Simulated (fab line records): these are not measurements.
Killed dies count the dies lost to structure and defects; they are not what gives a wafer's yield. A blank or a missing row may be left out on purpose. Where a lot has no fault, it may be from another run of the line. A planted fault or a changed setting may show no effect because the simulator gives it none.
The tool behind it: which one? | flow sky130 | 24 lots with 72 wafers sampled at 6 steps, on a route of 708 steps

WHAT THE GAUGES READ, wafer by wafer
SKY_VIA1_RS_MEAS_22: uses a four-point probe to measure. Usual: for VIA1_W_RS the level is 0.428 ohm/sq and the standard deviation is 0.0087.
lot  | measured     | on           | VIA1_W_RS (ohm/sq) | flag
L074 | day 34 09:45 | filmMetro-01 | 0.425 0.442 0.422  | 
L075 | day 34 11:18 | filmMetro-01 | 0.429 0.431 0.432  | 
L076 | day 34 17:31 | filmMetro-01 | 0.430 0.434 0.432  | 
L077 | day 35 04:32 | filmMetro-02 | 0.437 0.438 0.440  | 
L078 | day 35 16:48 | filmMetro-02 | 0.444 0.439 0.434  | 
L079 | day 35 20:24 | filmMetro-01 | 0.426 0.430 0.423  | 
L080 | day 35 20:51 | filmMetro-03 | 0.440 0.434 0.438  | 
L081 | day 36 06:56 | filmMetro-01 | 0.437 0.439 0.434  | 
L082 | day 36 17:17 | filmMetro-02 | 0.443 0.441 0.428  | 
L083 | day 36 23:26 | filmMetro-01 | 0.422 0.428 0.422  | 
L084 | day 37 06:06 | filmMetro-01 | 0.431 0.422 0.423  | 
L085 | day 37 10:38 | filmMetro-01 | 0.426 0.427 0.430  | 
L086 | day 37 17:14 | filmMetro-01 | 0.421 0.431 0.423  | 
L089 | day 39 09:38 | filmMetro-03 | 0.419 0.422 0.425  | 
L087 | day 39 11:35 | filmMetro-02 | 0.427 0.431 0.428  | 
L088 | day 39 11:53 | filmMetro-03 | 0.411 0.426 0.425  | 
L090 | day 39 12:24 | filmMetro-03 | 0.433 0.431 0.434  | 
L091 | day 39 12:40 | filmMetro-01 | 0.421 0.417 0.409  | 
L092 | day 39 15:23 | filmMetro-02 | 0.423 0.408 0.410  | 
L093 | day 39 19:38 | filmMetro-03 | 0.431 0.434 0.433  | 
L094 | day 39 23:53 | filmMetro-03 | 0.434 0.424 0.429  | 
L095 | day 40 15:16 | filmMetro-01 | 0.427 0.411 0.409  | 
L096 | day 40 21:50 | filmMetro-03 | 0.420 0.408 0.426  | 
L097 | day 41 06:19 | filmMetro-01 | 0.429 0.418 0.433  | 

SKY_METAL3_OVL_MEAS_14. Usual: for METAL3_OVL the level is 5 nm and the standard deviation is 5.6.
lot  | measured     | on         | METAL3_OVL (nm) | flag
L074 | day 38 22:26 | overlay-02 | 8 -2 4          | 
L075 | day 38 23:52 | overlay-01 | 3 4 11          | 
L076 | day 39 05:56 | overlay-01 | 0 1 3           | 
L077 | day 39 16:34 | overlay-02 | 1 -2 1          | 
L078 | day 40 02:19 | overlay-01 | 6 5 4           | 
L079 | day 40 06:53 | overlay-02 | 3 -5 5          | 
L080 | day 40 07:53 | overlay-01 | 7 10 7          | 
L081 | day 40 17:40 | overlay-01 | 4 13 1          | 
L082 | day 40 23:59 | overlay-02 | 11 7 5          | 
L083 | day 41 09:47 | overlay-01 | -1 14 8         | 
L084 | day 41 14:57 | overlay-01 | 9 9 8           | 
L085 | day 41 19:47 | overlay-02 | 8 10 -2         | 
L086 | day 42 01:40 | overlay-02 | 20 18 17        | 
L089 | day 43 15:02 | overlay-01 | 2 2 2           | 
L087 | day 43 18:20 | overlay-02 | 10 15 9         | 
L088 | day 43 18:41 | overlay-01 | 3 1 4           | 
L090 | day 43 18:43 | overlay-02 | -4 -8 0         | 
L091 | day 43 19:44 | overlay-02 | 5 2 8           | 
L092 | day 43 21:24 | overlay-02 | 17 9 14         | 
L093 | day 43 23:02 | overlay-02 | 9 2 0           | 
L094 | day 44 02:57 | overlay-02 | 3 -1 4          | 
L095 | day 44 20:32 | overlay-02 | 3 -1 2          | 
L096 | day 44 23:45 | overlay-01 | 2 -3 4          | 
L097 | day 45 06:52 | overlay-02 | 5 16 4          | 

SKY_CAP2M_THK_MEAS_04: measures by xrf. Usual: for CAP2M_TIN_THK the level is 199.0 nm and the standard deviation is 2.4.
lot  | measured     | on           | CAP2M_TIN_THK (nm) | flag
L074 | day 40 02:01 | filmMetro-04 | 201.1 200.6 200.1  | 
L075 | day 40 03:50 | filmMetro-04 | 197.1 200.2 203.1  | 
L076 | day 40 09:17 | filmMetro-02 | 197.9 200.0 201.7  | 
L077 | day 40 20:25 | filmMetro-04 | 195.2 196.3 197.8  | 
L078 | day 41 06:24 | filmMetro-04 | 201.0 199.9 202.7  | 
L079 | day 41 11:00 | filmMetro-04 | 199.7 200.1 198.6  | 
L080 | day 41 11:49 | filmMetro-04 | 197.8 200.2 200.0  | 
L081 | day 41 22:14 | filmMetro-02 | 199.8 196.9 199.0  | 
L082 | day 42 03:56 | filmMetro-02 | 196.3 196.1 198.6  | 
L083 | day 42 13:43 | filmMetro-03 | 200.6 202.1 200.0  | 
L084 | day 42 18:49 | filmMetro-02 | 198.0 198.6 198.9  | 
L085 | day 42 23:14 | filmMetro-03 | 196.9 197.3 195.6  | 
L086 | day 43 05:11 | filmMetro-02 | 203.3 199.7 201.8  | 
L089 | day 44 17:26 | filmMetro-04 | 194.5 194.0 195.1  | 
L087 | day 44 20:28 | filmMetro-04 | 201.2 200.7 201.3  | 
L088 | day 44 21:04 | filmMetro-04 | 202.6 201.9 203.6  | 
L090 | day 44 21:32 | filmMetro-04 | 201.8 198.4 202.1  | 
L091 | day 44 22:41 | filmMetro-04 | 200.4 199.8 198.5  | 
L092 | day 44 23:19 | filmMetro-03 | 196.7 196.9 195.1  | 
L093 | day 45 00:44 | filmMetro-02 | 198.7 196.7 197.8  | 
L094 | day 45 04:36 | filmMetro-03 | 197.5 198.8 197.9  | 
L095 | day 45 22:46 | filmMetro-03 | 196.8 196.7 196.3  | 
L096 | day 46 01:32 | filmMetro-03 | 199.2 198.8 197.3  | 
L097 | day 46 08:14 | filmMetro-03 | 201.1 198.2 202.1  | 

TOOL THAT RAN EACH LOT (tool first, then ch and the chambers of the sampled wafers, then the start)
lot  | SKY_CONTACT_CVD_24           | SKY_VIA1_CMP_02               | SKY_METAL4_SPUTTER_01
L074 | cvdW-02 ch 0,1, day 31 17:07 | cmp-02 ch 0,1,2, day 33 05:31 | pvdSputter-02, day 40 01:35
L075 | cvdW-02 ch 0,1, day 32 01:44 | cmp-01 ch 0,1, day 33 06:27   | pvdSputter-02, day 40 03:24
L076 | cvdW-01 ch 0,1, day 32 09:37 | cmp-01 ch 0,3, day 33 13:45   | pvdSputter-01, day 40 08:51
L077 | cvdW-01 ch 0,1, day 32 21:30 | cmp-01 ch 0,2,3, day 34 01:04 | pvdSputter-02, day 40 19:58
L078 | cvdW-02 ch 0,1, day 33 08:11 | cmp-01 ch 1,2,3, day 34 12:46 | pvdSputter-02, day 41 05:57
L079 | cvdW-02 ch 0,1, day 33 11:41 | cmp-02 ch 0,1,2, day 34 16:25 | pvdSputter-01, day 41 10:33
L080 | cvdW-02 ch 0,1, day 33 12:24 | cmp-01 ch 1,2,3, day 34 17:24 | pvdSputter-02, day 41 11:22
L081 | cvdW-01 ch 0,1, day 33 22:48 | cmp-02 ch 0,2,3, day 35 02:46 | pvdSputter-01, day 41 21:47
L082 | cvdW-02 ch 0,1, day 34 09:35 | cmp-01 ch 0,1,2, day 35 14:43 | pvdSputter-01, day 42 03:29
L083 | cvdW-01 ch 0,1, day 34 15:19 | cmp-01 ch 0,1,2, day 35 19:58 | pvdSputter-02, day 42 13:16
L084 | cvdW-02 ch 0,1, day 34 21:44 | cmp-02 ch 0,1,2, day 36 02:20 | pvdSputter-02, day 42 18:20
L085 | cvdW-02 ch 0,1, day 35 03:49 | cmp-01 ch 0,1, day 36 07:31   | pvdSputter-02, day 42 22:47
L086 | cvdW-02 ch 0,1, day 35 09:28 | cmp-01 ch 0,2,3, day 36 13:27 | pvdSputter-01, day 43 04:45
L089 | cvdW-01 ch 0,1, day 37 03:44 | cmp-02 ch 0,1, day 38 07:04   | pvdSputter-03, day 44 16:59
L087 | cvdW-01 ch 0,1, day 37 05:05 | cmp-01 ch 0,3, day 38 08:49   | pvdSputter-03, day 44 20:02
L088 | cvdW-02 ch 0,1, day 37 05:34 | cmp-02 ch 0,1,2, day 38 09:10 | pvdSputter-03, day 44 20:38
L090 | cvdW-01 ch 0,1, day 37 05:47 | cmp-01 ch 1,2, day 38 09:16   | pvdSputter-01, day 44 20:53
L091 | cvdW-01 ch 0,1, day 37 06:19 | cmp-02 ch 0,2,3, day 38 10:16 | pvdSputter-01, day 44 22:14
L092 | cvdW-01 ch 0,1, day 37 09:04 | cmp-01 ch 1,2,3, day 38 12:40 | pvdSputter-03, day 44 22:50
L093 | cvdW-01 ch 0,1, day 37 13:56 | cmp-01 ch 0,1, day 38 17:19   | pvdSputter-03, day 45 00:17
L094 | cvdW-01 ch 0,1, day 37 19:43 | cmp-01 ch 0,2,3, day 38 22:31 | pvdSputter-01, day 45 04:08
L095 | cvdW-01 ch 1, day 38 09:57   | cmp-01 ch 0,1,2, day 39 13:30 | pvdSputter-01, day 45 22:17
L096 | cvdW-02 ch 0,1, day 38 16:29 | cmp-01 ch 0,3, day 39 19:54   | pvdSputter-03, day 46 01:04
L097 | cvdW-02 ch 0,1, day 39 01:20 | cmp-02 ch 2,3, day 40 04:16   | pvdSputter-01, day 46 07:48
- SKY_CONTACT_CVD_24: deposits W, target thk 340 nm, time 102.12 s.
- SKY_VIA1_CMP_02: polishes SiO2.
- SKY_METAL4_SPUTTER_01: material TiN, target thk 20 nm, time 16.7 s.

WHAT THE TOOLS THEMSELVES READ (means of the sampled wafers that have a number; where no wafer has one, the mark that the record gives instead)
SKY_CONTACT_CVD_24. Usual: heaterPowerW reads 842 W (standard deviation 38).
lot  | tool    | heaterPowerW (W) | flag
L074 | cvdW-02 | 837              | 
L075 | cvdW-02 | 854              | 
L076 | cvdW-01 | 827              | 
L077 | cvdW-01 | 805              | 
L078 | cvdW-02 | 846              | 
L079 | cvdW-02 | 867              | 
L080 | cvdW-02 | 861              | 
L081 | cvdW-01 | 820              | 
L082 | cvdW-02 | 857              | 
L083 | cvdW-01 | 818              | 
L084 | cvdW-02 | 875              | 
L085 | cvdW-02 | 859              | 
L086 | cvdW-02 | 879              | 
L089 | cvdW-01 | 820              | 
L087 | cvdW-01 | 809              | 
L088 | cvdW-02 | 845              | 
L090 | cvdW-01 | 837              | 
L091 | cvdW-01 | 837              | 
L092 | cvdW-01 | 826              | 
L093 | cvdW-01 | 834              | 
L094 | cvdW-01 | 830              | 
L095 | cvdW-01 | 839              | 
L096 | cvdW-02 | 852              | 
L097 | cvdW-02 | 847              | 

SKY_VIA1_CMP_02. Usual: motorCurrentA 12.9 A, standard deviation 1.1; slurryFilterDpKPa 13.47 kPa, standard deviation 0.15.
lot  | tool   | motorCurrentA (A) | slurryFilterDpKPa (kPa) | flag
L074 | cmp-02 | 12.2              | 13.42                   | 
L075 | cmp-01 | 13.7              | 13.44                   | 
L076 | cmp-01 | 13.9              | 13.43                   | 
L077 | cmp-01 | 12.6              | 13.53                   | 
L078 | cmp-01 | 12.9              | 13.58                   | 
L079 | cmp-02 | 12.2              | 13.47                   | 
L080 | cmp-01 | 12.4              | 13.46                   | 
L081 | cmp-02 | 11.9              | 13.55                   | 
L082 | cmp-01 | 13.2              | 13.58                   | 
L083 | cmp-01 | 13.7              | 13.54                   | 
L084 | cmp-02 | 12.6              | 13.48                   | 
L085 | cmp-01 | 13.4              | 13.65                   | 
L086 | cmp-01 | 12.6              | 13.53                   | 
L089 | cmp-02 | 12.2              | 13.51                   | 
L087 | cmp-01 | 13.8              | 13.34                   | 
L088 | cmp-02 | 12.0              | 13.44                   | 
L090 | cmp-01 | 12.1              | 13.36                   | 
L091 | cmp-02 | 12.3              | 13.44                   | 
L092 | cmp-01 | 13.1              | 13.40                   | 
L093 | cmp-01 | 14.1              | 13.50                   | 
L094 | cmp-01 | 12.9              | 13.36                   | 
L095 | cmp-01 | 13.0              | 13.38                   | 
L096 | cmp-01 | 13.4              | 13.51                   | 
L097 | cmp-02 | 11.6              | 13.45                   | 

SKY_METAL4_SPUTTER_01. Usual: chamberPressurePa 0.4000 Pa, standard deviation 0.00072; throttleValvePct 29.7 %, standard deviation 0.81.
lot  | tool          | chamberPressurePa (Pa) | throttleValvePct (%) | flag
L074 | pvdSputter-02 | 0.4000                 | 30.6                 | 
L075 | pvdSputter-02 | 0.4000                 | 30.7                 | 
L076 | pvdSputter-01 | 0.3997                 | 29.3                 | 
L077 | pvdSputter-02 | 0.4001                 | 30.2                 | 
L078 | pvdSputter-02 | 0.4002                 | 29.6                 | 
L079 | pvdSputter-01 | 0.4009                 | 29.3                 | 
L080 | pvdSputter-02 | 0.4009                 | 30.8                 | 
L081 | pvdSputter-01 | 0.4008                 | 29.4                 | 
L082 | pvdSputter-01 | 0.3995                 | 29.7                 | 
L083 | pvdSputter-02 | 0.4002                 | 30.7                 | 
L084 | pvdSputter-02 | 0.4006                 | 30.1                 | 
L085 | pvdSputter-02 | 0.4004                 | 30.4                 | 
L086 | pvdSputter-01 | 0.4004                 | 29.9                 | 
L089 | pvdSputter-03 | 0.4005                 | 29.4                 | 
L087 | pvdSputter-03 | 0.4001                 | 28.9                 | 
L088 | pvdSputter-03 | 0.4000                 | 29.2                 | 
L090 | pvdSputter-01 | 0.4005                 | 29.6                 | 
L091 | pvdSputter-01 | 0.4001                 | 29.2                 | 
L092 | pvdSputter-03 | 0.3997                 | 29.0                 | 
L093 | pvdSputter-03 | 0.4004                 | 29.4                 | 
L094 | pvdSputter-01 | 0.3993                 | 29.3                 | 
L095 | pvdSputter-01 | 0.3997                 | 29.9                 | 
L096 | pvdSputter-03 | 0.3999                 | 29.3                 | 
L097 | pvdSputter-01 | 0.3994                 | 30.4                 | 

THE ANSWER, worked out from the rows above alone
Rule: take the mean of a lot's wafers that have a number; if it is more than 3 standard deviations from the usual mean, the lot is off. A lot without any number at a reading at which 4 lots or more have one is off too. Where the step has rows for the other lots, those lots are counted as sound. After the gauges, taken in route order, come the tools' own readings; for these a lot's mean is taken, as printed above. At the first step where some lot is off, the reading lying furthest off is the one used; lots without a number count as furthest.
Nothing can be told from this: no lot is off at any reading shown.

WHAT WAS PUT IN BY THE SIMULATOR
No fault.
